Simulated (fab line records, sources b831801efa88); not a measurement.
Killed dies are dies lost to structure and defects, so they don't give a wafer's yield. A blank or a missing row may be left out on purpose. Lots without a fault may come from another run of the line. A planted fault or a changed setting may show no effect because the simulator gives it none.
Which tool did it? | flow sky130 | 12 lots, 36 wafers sampled, at 4 steps of a route of 708

WHAT THE GAUGES READ, wafer by wafer
SKY_VIA3_BOW_MEAS_03.
lot  | measured     | on            | VIA3_BOW (um)
L737 | day 38 06:55 | film_metro-02 | 73 77 84
L740 | day 39 16:46 | film_metro-02 | 94 72 68
L741 | day 40 18:06 | film_metro-04 | 79 85 93
L743 | day 40 21:04 | film_metro-01 | 76 86 72
L747 | day 41 23:53 | film_metro-01 | 85 84 82
L752 | day 43 12:47 | film_metro-04 | 71 68 81
L753 | day 43 18:42 | film_metro-04 | 89 79 86
L756 | day 44 04:01 | film_metro-01 | 73 75 80
L757 | day 44 10:37 | film_metro-04 | 62 77 80
L758 | day 44 17:16 | film_metro-04 | 88 79 81
L760 | day 45 14:54 | film_metro-01 | 71 71 92
L759 | day 46 18:11 | film_metro-02 | 64 80 80

WHICH TOOL RAN EACH LOT (tool, then ch and the chambers of the sampled wafers, then the start)
lot  | SKY_METAL3_SPUTTER_02        | SKY_CAPM_METAL_ETCH_13            | SKY_METAL3_ETCH_17
L737 | pvd_sputter-04, day 36 01:47 | rie_metal-02 ch 0,1, day 37 03:06 | rie_diel-04 ch 0,2,3, day 38 05:24
L740 | pvd_sputter-01, day 37 10:48 | rie_metal-01 ch 0,1, day 38 13:20 | rie_diel-03 ch 1,2, day 39 15:01
L741 | pvd_sputter-04, day 38 15:57 | rie_metal-01 ch 0,1, day 39 15:41 | rie_diel-04 ch 1,2, day 40 16:13
L743 | pvd_sputter-04, day 38 16:51 | rie_metal-02 ch 0, day 39 17:34   | rie_diel-04 ch 0,2, day 40 19:33
L747 | pvd_sputter-03, day 39 20:20 | rie_metal-02 ch 0,1, day 40 21:28 | rie_diel-04 ch 1,2, day 41 22:34
L752 | pvd_sputter-04, day 41 11:22 | rie_metal-01 ch 0,1, day 42 11:04 | rie_diel-02 ch 0,2,3, day 43 11:20
L753 | pvd_sputter-03, day 41 17:21 | rie_metal-02 ch 0,1, day 42 16:54 | rie_diel-02 ch 0,2,3, day 43 17:17
L756 | pvd_sputter-04, day 42 03:37 | rie_metal-04 ch 1, day 43 02:12   | rie_diel-03 ch 0,1, day 44 02:35
L757 | pvd_sputter-04, day 42 10:59 | rie_metal-02 ch 0,1, day 43 10:21 | rie_diel-04 ch 0,1,3, day 44 09:15
L758 | pvd_sputter-01, day 42 16:52 | rie_metal-02 ch 0,1, day 43 16:04 | rie_diel-02 ch 0,1,2, day 44 15:43
L760 | pvd_sputter-04, day 43 16:38 | rie_metal-02 ch 1, day 44 15:39   | rie_diel-02 ch 0,3, day 45 13:22
L759 | pvd_sputter-01, day 44 18:20 | rie_metal-04 ch 0,1, day 45 15:24 | rie_diel-03 ch 0,1, day 46 12:37
- SKY_METAL3_SPUTTER_02: material AlCu, target thk 735 nm, time 39.1 s.
- SKY_CAPM_METAL_ETCH_13: etches TiN in Cl2/BCl3, stops on SiO2, target depth 220 nm, time 62.9 s.
- SKY_METAL3_ETCH_17: etches SiO2 in C4F8/O2/Ar, stops on TiN, time 3.9 s, target depth 15 nm.

WHAT THE TOOLS THEMSELVES READ (means of the sampled wafers that have a number; where no wafer has one, the mark that the record gives instead)
SKY_METAL3_SPUTTER_02.
lot  | tool           | throttle_valve_pct (%)
L737 | pvd_sputter-04 | 29.8
L740 | pvd_sputter-01 | 30.0
L741 | pvd_sputter-04 | 30.4
L743 | pvd_sputter-04 | 29.3
L747 | pvd_sputter-03 | 31.2
L752 | pvd_sputter-04 | 30.4
L753 | pvd_sputter-03 | 31.1
L756 | pvd_sputter-04 | 29.8
L757 | pvd_sputter-04 | 30.0
L758 | pvd_sputter-01 | 29.7
L760 | pvd_sputter-04 | 30.5
L759 | pvd_sputter-01 | 29.9

SKY_CAPM_METAL_ETCH_13.
lot  | tool         | bias_w (W) | drypump_motor_current_A (A) | oes_product_au (a.u.) | rf_fwd_power_W (W) | throttle_valve_pct (%)
L737 | rie_metal-02 | 48.53      | 5.9                         | 0.938                 | 893                | 21.913
L740 | rie_metal-01 | 48.65      | 5.8                         | 0.929                 | 896                | 21.911
L741 | rie_metal-01 | 48.24      | 5.8                         | 0.947                 | 896                | 21.898
L743 | rie_metal-02 | 48.61      | 6.3                         | 0.946                 | 893                | 21.896
L747 | rie_metal-02 | 48.55      | 5.9                         | 0.935                 | 892                | 21.910
L752 | rie_metal-01 | 48.63      | 5.7                         | 0.942                 | 890                | 21.903
L753 | rie_metal-02 | 48.40      | 6.1                         | 0.929                 | 891                | 21.909
L756 | rie_metal-04 | 48.41      | 5.4                         | 0.941                 | 895                | 21.908
L757 | rie_metal-02 | 48.48      | 6.1                         | 0.942                 | 894                | 21.904
L758 | rie_metal-02 | 48.61      | 5.9                         | 0.938                 | 897                | 21.896
L760 | rie_metal-02 | 48.50      | 5.7                         | 0.942                 | 892                | 21.893
L759 | rie_metal-04 | 48.37      | 5.4                         | 0.947                 | 895                | 21.911

SKY_METAL3_ETCH_17.
lot  | tool        | bias_w (W) | oes_product_au (a.u.) | rf_fwd_power_W (W)
L737 | rie_diel-04 | 1203       | 0.754                 | 1466
L740 | rie_diel-03 | 1197       | 0.753                 | 1465
L741 | rie_diel-04 | 1198       | 0.764                 | 1465
L743 | rie_diel-04 | 1196       | 0.748                 | 1227
L747 | rie_diel-04 | 1206       | 0.753                 | 1218
L752 | rie_diel-02 | 1200       | 0.749                 | 1466
L753 | rie_diel-02 | 1204       | 0.749                 | 1463
L756 | rie_diel-03 | 1202       | 0.759                 | 1459
L757 | rie_diel-04 | 1198       | 0.751                 | 1472
L758 | rie_diel-02 | 1199       | 0.759                 | 1463
L760 | rie_diel-02 | 1205       | 0.748                 | 1464
L759 | rie_diel-03 | 1199       | 0.760                 | 1462

THE ANSWER, worked out from the rows above alone
Rule: what is usual is taken from the lots themselves. Put in order of their means at a reading, lots are off if they are a third of the lots or fewer, leave a main group of 4 or more, and stand apart from it by a gap of 3 or more times the standard deviation of the main group's means; of several such gaps the widest counts. A main group whose means are all the same, to the digits that the tables above print for the reading, isn't used. A lot without any number at a reading at which 4 lots or more have one is off too. The other lots that the step has rows for count as sound. The gauges are gone through in route order, then the tools' own readings, and for those a lot's mean is taken as printed above. The first step at which some lot is off is used, and at that step the reading that is off furthest; a lot without a number counts as furthest.
Off: L743, L747, at SKY_METAL3_ETCH_17 (rf_fwd_power_W). The main group: mean 1464 W, standard deviation 3.2.
A tool fits if, at that step or a process step before it, it ran every lot that is off, and no sound lot after the first of them. None of those tried fits.

WHAT THE SIMULATOR HAD PUT IN
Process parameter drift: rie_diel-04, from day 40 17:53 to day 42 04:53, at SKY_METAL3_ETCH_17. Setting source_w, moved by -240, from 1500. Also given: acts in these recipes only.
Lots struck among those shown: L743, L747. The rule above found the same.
